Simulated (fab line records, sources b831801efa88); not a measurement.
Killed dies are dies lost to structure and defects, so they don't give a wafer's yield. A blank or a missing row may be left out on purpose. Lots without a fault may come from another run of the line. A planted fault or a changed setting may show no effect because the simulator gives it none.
One fault seen from 2 desks | flow sky130 | each desk has only its own numbers; what lay behind them comes last

THE TOOL OWNER'S DESK: furnace-02
The tool's own readings at SKY_POLY_GATE_OXIDATION_20 (stabilise 600 s, purge 300 s, target thk 4 nm): means of the sampled wafers that have a number, for each lot that ran on this tool. A lot is out of limits, marked OUT, if its mean lies more than 4 standard deviations from the usual mean; the brackets give that distance. Of its 9 readings 7 are shown: the one that was out of limits first, and those that lie furthest out on some lot.
Columns: A = spike_tc_bottom_C at SKY_POLY_GATE_OXIDATION_20, usual 871.3 C; B = spike_tc_centre_C at SKY_POLY_GATE_OXIDATION_20, usual 851.0 C; C = spike_tc_lower_C at SKY_POLY_GATE_OXIDATION_20, usual 850.0 C; D = spike_tc_top_C at SKY_POLY_GATE_OXIDATION_20, usual 862.4 C; E = spike_tc_upper_C at SKY_POLY_GATE_OXIDATION_20, usual 849.1 C; F = tube_center_temp_C at SKY_POLY_GATE_OXIDATION_20, usual 850 C; G = tube_center_temp_C_max at SKY_POLY_GATE_OXIDATION_20, usual 852.2
lot  | first seen here | A               | B               | C               | D               | E               | F                     | G
L956 | day 16 18:52    | 870.7           | 852.0           | 849.6           | 861.4           | 849.9           | 850                   | 852.3
L960 | day 17 05:16    | 870.7           | 853.2           | 848.6           | 862.2           | 850.9           | 850                   | 852.3
L962 | day 18 05:04    | 871.6           | 852.3           | 848.8           | 861.8           | 849.7           | 850                   | 852.1
L970 | day 21 12:49    | 847.1 (-25) OUT | 827.8 (-17) OUT | 824.9 (-16) OUT | 838.3 (-17) OUT | 824.5 (-21) OUT | 826 (-99 or more) OUT | 828.0 (-76) OUT
L971 | day 21 19:34    | 846.8 (-25) OUT | 826.8 (-17) OUT | 824.3 (-16) OUT | 838.1 (-17) OUT | 825.6 (-20) OUT | 826 (-99 or more) OUT | 828.1 (-75) OUT
L978 | day 24 07:01    | 871.6           | 852.2           | 848.4           | 860.9           | 848.9           | 850                   | 852.4
This desk's finding: out of limits on L970, L971; first on L970, day 21 12:49 (spike_tc_bottom_C at SKY_POLY_GATE_OXIDATION_20). In limits: L956, L960, L962, L978.

THE METROLOGY DESK
What the gauges read, lot by lot, whatever tool the lot ran on: means of the sampled wafers that have a number. A lot is out of limits, marked OUT, if its mean lies more than 4 standard deviations from the usual mean; the brackets give that distance.
Columns: A = VT_ADJUST_PCH_TW at SKY_VT_ADJUST_PCH_TW_MEAS_10, usual 142.0; B = SONOS_ONO_CVD_04_THK at SKY_SONOS_ONO_THK_MEAS_05, usual 5.69 nm; C = POLY_GATE_OXIDATION_THK at SKY_POLY_GATE_THK_MEAS_21, usual 4.02 nm
lot  | first seen here | A     | B    | C
L956 | day 10 13:32    | 141.0 | 5.60 | 4.04
L959 | day 11 00:15    | 142.0 | 5.71 | 4.08
L960 | day 11 06:38    | 143.6 | 5.57 | 3.97
L962 | day 12 01:08    | 142.6 | 5.79 | 3.97
L965 | day 12 20:22    | 142.6 | 5.54 | 3.93
L966 | day 13 09:26    | 141.9 | 5.66 | 3.95
L970 | day 14 18:22    | 140.7 | 5.71 | 3.02 (-12) OUT
L971 | day 14 23:54    | 141.1 | 5.57 | 3.03 (-12) OUT
L977 | day 16 16:00    | 140.9 | 5.72 | 3.90
L978 | day 17 00:48    | 142.6 | 5.74 | 3.94
L979 | day 18 09:20    | 141.6 | 5.95 | 3.95
This desk's finding: out of limits on L970, L971; first on L970, day 21 14:05 (POLY_GATE_OXIDATION_THK at SKY_POLY_GATE_THK_MEAS_21). In limits: L956, L959, L960, L962, L965, L966, L977, L978, L979.

PUT TOGETHER
The tool owner's desk could have raised an alarm at day 21 12:49, on L970, L971.
The metrology desk could have raised an alarm at day 21 14:05, on L970, L971.
Of the lots named, all ran SKY_POLY_GATE_OXIDATION_20 on furnace-02.

WHAT THE SIMULATOR HAD PUT IN
Process parameter drift: furnace-02, from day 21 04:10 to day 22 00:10, at SKY_POLY_GATE_OXIDATION_20. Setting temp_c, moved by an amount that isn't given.
Lots struck among those shown: L970, L971.
Hours from the fault's start to each desk's first reading out of limits: the tool owner's desk, 9; the metrology desk, 10.
